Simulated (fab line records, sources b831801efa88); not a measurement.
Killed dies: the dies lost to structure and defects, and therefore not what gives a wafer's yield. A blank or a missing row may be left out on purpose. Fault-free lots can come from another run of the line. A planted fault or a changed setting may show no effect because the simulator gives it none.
Which tool is to blame?    flow sfq_line    14 lots with 42 wafers sampled at 2 steps, on a route of 325 steps

== WHAT THE GAUGES SHOWED, per wafer ==
SFQ_I4_BOW_MEAS_927. Usual: for I4_BOW the level is 5 um and the standard deviation is 8.4.
lot   measured      on             I4_BOW (um)  flag
L528  day 56 12:38  film_metro-04  16 13 11     
L529  day 56 21:04  film_metro-04  15 13 14     
L530  day 57 05:17  film_metro-01  6 -4 4       
L532  day 58 03:25  film_metro-04  20 15 25     
L533  day 58 10:07  film_metro-04  1 2 8        
L538  day 60 03:05  film_metro-02  0 2 4        
L543  day 61 17:20  film_metro-01  11 9 4       
L544  day 62 00:44  film_metro-01  15 9 3       
L546  day 62 11:07  film_metro-04  9 5 18       
L547  day 62 15:52  film_metro-02  4 5 3        
L548  day 62 20:43  film_metro-01  -6 4 -7      
L549  day 63 01:46  film_metro-01  -3 8 -3      
L550  day 63 08:40  film_metro-04  -15 -20 -12  
L551  day 63 19:31  film_metro-02  1 -4 9       

SFQ_I4_OVL_MEAS_928. Usual: for I4_OVL the level is -3 nm and the standard deviation is 5.5.
lot   measured      on          I4_OVL (nm)  flag
L528  day 56 21:22  overlay-01  -5 -9 1      
L529  day 57 03:32  overlay-01  -11 -7 -10   
L530  day 57 08:53  overlay-02  -3 -2 5      
L532  day 58 09:20  overlay-02  -1 -8 1      
L533  day 58 14:21  overlay-01  -10 -8 -8    
L538  day 64 22:24  overlay-01  -9 -10 -8    
L543  day 66 04:23  overlay-01  -2 4 -1      
L544  day 66 12:08  overlay-01  -2 -1 -5     
L546  day 66 22:57  overlay-02  5 -1 7       
L547  day 67 06:51  overlay-01  -3 -1 -7     
L548  day 67 10:28  overlay-01  -5 -7 -5     
L549  day 67 15:22  overlay-02  1 4 9        
L550  day 67 18:57  overlay-02  -3 -2 -11    
L551  day 68 03:21  overlay-02  -1 -4 -9     

== EACH LOT AND THE TOOL THAT RAN IT (in order: tool; ch and the chambers of the sampled wafers; start) ==
There is no process step in the record ahead of these readings.

== AS READ BY THE TOOLS THEMSELVES (means over the sampled wafers that have a number; for cases with no such wafer, the mark the record gives instead) ==
The record holds no such reading with a usual standard deviation.

== THE ANSWER, worked out from the rows above alone ==
Rule: take the mean of a lot's wafers that have a number; if it is more than 3 standard deviations from the usual mean, the lot is off. A lot without any number at a reading at which 4 lots or more have one is off too. All remaining lots with rows at the step are treated as sound. After the gauges, taken in route order, come the tools' own readings; for these a lot's mean is taken, as printed above. At the first step where some lot is off, the reading lying furthest off is the one used; lots without a number count as furthest.
No lot is off on any of the readings shown, so nothing can be concluded from this.

== WHAT THE SIMULATOR HAD PUT IN ==
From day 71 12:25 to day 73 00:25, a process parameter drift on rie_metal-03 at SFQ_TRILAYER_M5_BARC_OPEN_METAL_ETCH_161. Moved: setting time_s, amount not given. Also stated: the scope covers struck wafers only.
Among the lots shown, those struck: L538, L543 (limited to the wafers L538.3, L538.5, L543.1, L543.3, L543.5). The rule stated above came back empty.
